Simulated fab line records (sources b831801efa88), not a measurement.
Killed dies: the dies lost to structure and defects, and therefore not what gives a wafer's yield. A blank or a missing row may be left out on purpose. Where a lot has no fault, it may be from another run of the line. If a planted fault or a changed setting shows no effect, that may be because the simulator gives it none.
Comparing a struck lot with a sound one / flow sfq_line / 42 steps out of a route of 325
Sound: these wafers, L782.4, L782.5, L782.6. Struck: wafer L789.2. (L789.1, L789.5 of the same lot were not struck and are left out.) The cause comes at the end.
Per side, at each step with rows, come the tool, then ch with its chambers, and then its first start. Under that, the readings that differ: sound wafers / struck wafers / difference of the means / sigmas: that difference in standard deviations of wafers without a fault.
alike: same words and numbers on both sides, and readings whose means sit less than 2 such deviations apart. not compared: any withheld reading, any reading some wafer has no value for, any bound like >300 that may hide the same value, and any number with overlapping values for which the record gives no deviation.
The two part at a step that has a row with sigmas, a row that says differs or no value, or rows on one side only. Numbers that have no deviation but don't overlap get no sigmas and don't part them. Lack of a reading on every wafer of one side parts them only where that side has two or more wafers.

first, 6 steps without rows for these wafers: SFQ_TRILAYER_I1_VIA_LITHO_COAT_054 (resist thk 62 nm); SFQ_TRILAYER_I1_VIA_LITHO_COAT_049 (resist thk 650 nm); SFQ_TRILAYER_I1_VIA_LITHO_SOFTBAKE_053; SFQ_TRILAYER_I1_VIA_LITHO_EXPOSE_050 (exposes mask I1, target cd 500 nm); SFQ_TRILAYER_I1_VIA_LITHO_PEB_052 (peb time 60 s); SFQ_TRILAYER_I1_VIA_LITHO_DEVELOP_051 (time 60 s).
SFQ_I1_OVL_MEAS_913:
  sound on overlay-01, day 26 17:19; struck on overlay-01, day 34 17:29
  alike: I1_OVL
SFQ_TRILAYER_I1_VIA_BARC_OPEN_VIA_ETCH_071: etches BARC in O2, target depth 125 nm, time 41.7 s.
  sound on rie_diel-03 ch 0,1,2, day 26 17:20; struck on rie_diel-01 ch 0, day 34 17:31
  alike: drypump_motor_current_A, oes_product_au, rf_fwd_power_W
  not compared: rf_hours_counter_h
SFQ_TRILAYER_I1_VIA_ETCH_VIA_ETCH_052: etches SiO2 in CHF3, stops on Nb, target depth 260 nm.
  sound on rie_diel-03 ch 0,1,2, day 26 17:23; struck on rie_diel-01 ch 0, day 34 17:34
  alike: drypump_motor_current_A, oes_product_au, rf_fwd_power_W
then, 3 steps without rows for these wafers: SFQ_TRILAYER_I1_VIA_STRIP_STRIP_053 (strips in O2); SFQ_TRILAYER_I1_VIA_STRIP_SOLV_CLEAN_054 (cleans in NMP, time 600 s); SFQ_TRILAYER_M2_DEP_PRE_CLEAN_056 (time 22.5 s).
SFQ_TRILAYER_M2_DEP_SPUTTER_055: material Nb, target thk 200 nm, time 133.3 s.
  sound on pvd_sputter-06, day 26 18:28; struck on pvd_sputter-06, day 34 18:28
reading=model.Nb_of_TRILAYER_M2_DEP_SPUTTER_055.thk_nm (nm); sound=204.2 203.5 205.3; struck=58.1; difference=-146.2; sigmas=
  alike: throttle_valve_pct
SFQ_M2_RS_MEAS_914: the measuring method here is four-point-probe.
  sound on film_metro-01, day 26 18:37; struck on film_metro-03, day 34 18:34
reading=M2_NB_RS (ohm/sq); sound=0.873 0.874 0.868; struck=3.155; difference=+2.283; sigmas=+99 or more
then, 6 steps without rows for these wafers: SFQ_TRILAYER_M2_LITHO_COAT_062 (resist thk 62 nm); SFQ_TRILAYER_M2_LITHO_COAT_057 (resist thk 600 nm); SFQ_TRILAYER_M2_LITHO_SOFTBAKE_061; SFQ_TRILAYER_M2_LITHO_EXPOSE_058 (exposes mask M2, target cd 500 nm); SFQ_TRILAYER_M2_LITHO_PEB_060 (peb time 60 s); SFQ_TRILAYER_M2_LITHO_DEVELOP_059 (time 60 s).
SFQ_M2_OVL_MEAS_916:
  sound on overlay-01, day 32 18:42; struck on overlay-02, day 34 22:08
  alike: M2_OVL
then, 1 step without rows for these wafers: SFQ_TRILAYER_M2_BARC_OPEN_METAL_ETCH_077 (etches BARC in O2, target depth 125 nm, time 41.7 s).
SFQ_TRILAYER_M2_ETCH_METAL_ETCH_060: etches Nb in Cl2/Ar, stops on SiO2, target depth 240 nm, time 120 s.
  sound on rie_metal-04 ch 0,1, day 32 18:49; struck on rie_metal-02 ch 1, day 34 22:14
reading=drypump_motor_current_A (A); sound=5.79 5.92 5.79; struck=5.38; difference=-0.45; sigmas=-3
reading=oes_product_au (a.u.); sound=0.908 0.902 0.908; struck=0.523; difference=-0.383; sigmas=-48
reading=rf_hours_counter_h (h); sound=- - -; struck=54; difference=no value on the sound wafers; sigmas=
  alike: rf_fwd_power_W
SFQ_TRILAYER_M2_STRIP_STRIP_061: strips in O2.
  sound on rie_metal-04 ch 0,1, day 32 19:06; struck on rie_metal-02 ch 1, day 34 22:22
reading=drypump_motor_current_A (A); sound=5.79 5.93 5.77; struck=5.41; difference=-0.42; sigmas=-2
reading=rf_hours_counter_h (h); sound=- - -; struck=54; difference=no value on the sound wafers; sigmas=
  alike: oes_product_au
then, 2 steps without rows for these wafers: SFQ_TRILAYER_M2_STRIP_SOLV_CLEAN_062 (cleans in NMP, time 600 s); SFQ_TRILAYER_I2_DEP_PECVD_063 (deposits SiO2 from SiH4/N2O, time 111.11 s, target thk 500 nm).
SFQ_TRILAYER_I2_CMP_CMP_064: polishes SiO2.
  sound on cmp-01 ch 2,3, day 32 22:50; struck on cmp-02 ch 3, day 35 03:16
reading=motor_current_A (A); sound=11.6 10.0 11.7; struck=9.0; difference=-2.1; sigmas=-2
reading=time_to_endpoint_s (s); sound=230 236 234; struck=214; difference=-19; sigmas=-3
  alike: edge_zone_pressure_frac
SFQ_I2_BOW_MEAS_917:
  sound on film_metro-01, day 33 01:24; struck on film_metro-04, day 35 04:46
  alike: I2_BOW
SFQ_TRILAYER_I2_METRO_MEASURE_065:
  sound on film_metro-01, day 33 02:04; struck on film_metro-04, day 35 04:53
  alike: thk_nm
then, 6 steps without rows for these wafers: SFQ_TRILAYER_I2_VIA_LITHO_COAT_072 (resist thk 62 nm); SFQ_TRILAYER_I2_VIA_LITHO_COAT_067 (resist thk 650 nm); SFQ_TRILAYER_I2_VIA_LITHO_SOFTBAKE_071; SFQ_TRILAYER_I2_VIA_LITHO_EXPOSE_068 (exposes mask I2, target cd 500 nm); SFQ_TRILAYER_I2_VIA_LITHO_PEB_070 (peb time 60 s); SFQ_TRILAYER_I2_VIA_LITHO_DEVELOP_069 (time 60 s).
-- the record jumps here: 6 days lie between the struck wafers' starts before and after --
SFQ_I2_OVL_MEAS_918:
  sound on overlay-02, day 39 10:41; struck on overlay-01, day 41 09:55
  alike: I2_OVL
then, 5 steps without rows for these wafers: SFQ_TRILAYER_I2_VIA_BARC_OPEN_VIA_ETCH_096 (etches BARC in O2, target depth 125 nm, time 41.7 s); SFQ_TRILAYER_I2_VIA_ETCH_VIA_ETCH_070 (etches SiO2 in CHF3, stops on Nb, target depth 260 nm); SFQ_TRILAYER_I2_VIA_STRIP_STRIP_071 (strips in O2); SFQ_TRILAYER_I2_VIA_STRIP_SOLV_CLEAN_072 (cleans in NMP, time 600 s); SFQ_TRILAYER_M3_DEP_PRE_CLEAN_074 (time 22.5 s).
-- the record jumps here: 44 days lie between the struck wafers' starts before and after --
SFQ_M8_BOW_MEAS_951:
  sound on film_metro-04, day 84 22:11; struck on film_metro-02, day 85 09:40
reading=model.etest.m2.ohm_um; sound=1.748 1.755 1.739; struck=6.094; difference=+4.347; sigmas=
reading=model.etest.i1.link_ohm; sound=1.944 1.953 1.948; struck=4.576; difference=+2.628; sigmas=
reading=model.etest.i2.link_ohm; sound=1.938 1.954 1.932; struck=4.149; difference=+2.208; sigmas=
reading=model.etest.m2.ohm_sq; sound=0.8719 0.8748 0.8672; struck=3.064; difference=+2.193; sigmas=
  alike: M8_BOW

== WHERE THEY PART ==
At SFQ_M2_RS_MEAS_914 first; at SFQ_TRILAYER_I2_CMP_CMP_064 last (within this record only). Later steps at which nothing parts them and some readings are alike: SFQ_I2_BOW_MEAS_917, SFQ_TRILAYER_I2_METRO_MEASURE_065, SFQ_I2_OVL_MEAS_918, SFQ_M8_BOW_MEAS_951.

WHY: what the simulator had put in
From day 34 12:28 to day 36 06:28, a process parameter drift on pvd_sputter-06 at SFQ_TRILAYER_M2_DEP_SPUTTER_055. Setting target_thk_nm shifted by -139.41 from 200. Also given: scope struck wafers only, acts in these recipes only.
